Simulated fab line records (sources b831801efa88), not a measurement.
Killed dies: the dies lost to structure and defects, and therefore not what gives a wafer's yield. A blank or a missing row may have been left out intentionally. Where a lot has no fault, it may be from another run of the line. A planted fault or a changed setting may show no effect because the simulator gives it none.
Problem report in the 8D (eight disciplines) form, filled by code / flow gf180mcu / the parts of the form that need people (team, actions taken, sign-off) are left out

## 1. THE ISSUE
Wafers without a fault read 140.00, standard deviation 0.14; exposure dose mJ cm2 at GF_VT_IMPLANT_EXPOSE_15 reads a mean of 151.20 on 9 wafers belonging to 3 lots. Relative to the usual mean, that is a shift of +80 standard deviations.
The step: exposes mask Nwell LV AREA, target cd 860 nm.
First observed at day 10 07:36: wafer L280.3, on iline stepper-01. The record has a number at this step for 39 wafers belonging to 13 lots. Rule for "out", or "out of limits": more than 4 standard deviations from the usual mean. All remaining wafers that have a number are taken as sound.

## 2. WHAT IT IS, AND WHAT IT ISN'T
question=which readings at this step; is=exposure dose mJ cm2; is not=reticle temp C, stage vel mm s
question=which lots; is=L280, L282, L283; is not=L263, L265, L266, L267, L268, L269, L270, L272, L273, L278
question=which wafers of those lots; is=all that have a number; is not=-
question=read on which tools; is=iline stepper-01; is not=iline stepper-02
question=when; is=from day 10 07:36; is not=up to then (30 sound wafers)

## 3. THE SUSPECTS, EACH WITH WHAT RULES IT OUT
Counting: a tool at a process step up to the reading stays a suspect if it ran every lot that is out and no sound lot after the first of them.
- iline stepper-01 at GF_VT_IMPLANT_EXPOSE_15 (exposes mask Nwell LV AREA, target cd 860 nm): kept. It processed each lot that is out, first L280 at day 10 07:36, and no sound lot thereafter; up to then, the last sound lot it processed was L270 at day 7 19:56. Its own exposure dose mJ cm2 readings are out on those wafers.
The count leaves iline stepper-01 at GF_VT_IMPLANT_EXPOSE_15.

## 4. THE CAUSE (what the simulator had put in)
Process parameter drift: iline stepper-01, from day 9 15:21 on, at GF_VT_IMPLANT_EXPOSE_15. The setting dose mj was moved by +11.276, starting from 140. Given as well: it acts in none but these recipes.
Counting left only this tool.

## 5. THE CHAIN OF EFFECTS, in route order
One row per reading whose mean, taken over the struck wafers that have a number, lies over 3 standard deviations from the usual. Only readings whose record carries a usual standard deviation are examined. hours: median over the lots of the time between each lot's start at the first step of this table that gives one and its start at this step. sigmas: the change, counted in usual standard deviations.
hours=0; step=GF_VT_IMPLANT_EXPOSE_15; reading=exposure dose mJ cm2; usual=140.00; on struck wafers=151.20; change=+11.20; sigmas=+80
Process steps it contains:
- GF_VT_IMPLANT_EXPOSE_15: exposes mask Nwell LV AREA, target cd 860 nm.
Later steps that measure or inspect, where all struck wafers having a row at the step show a number for every such reading and not one has moved that far: GF_V4_THK_MEAS_01.

## 6. HOW IT WOULD HAVE BEEN CAUGHT EARLIER
16 hours passed between the start of the fault at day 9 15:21 and the first reading out of limits in this record, taken at day 10 07:36.
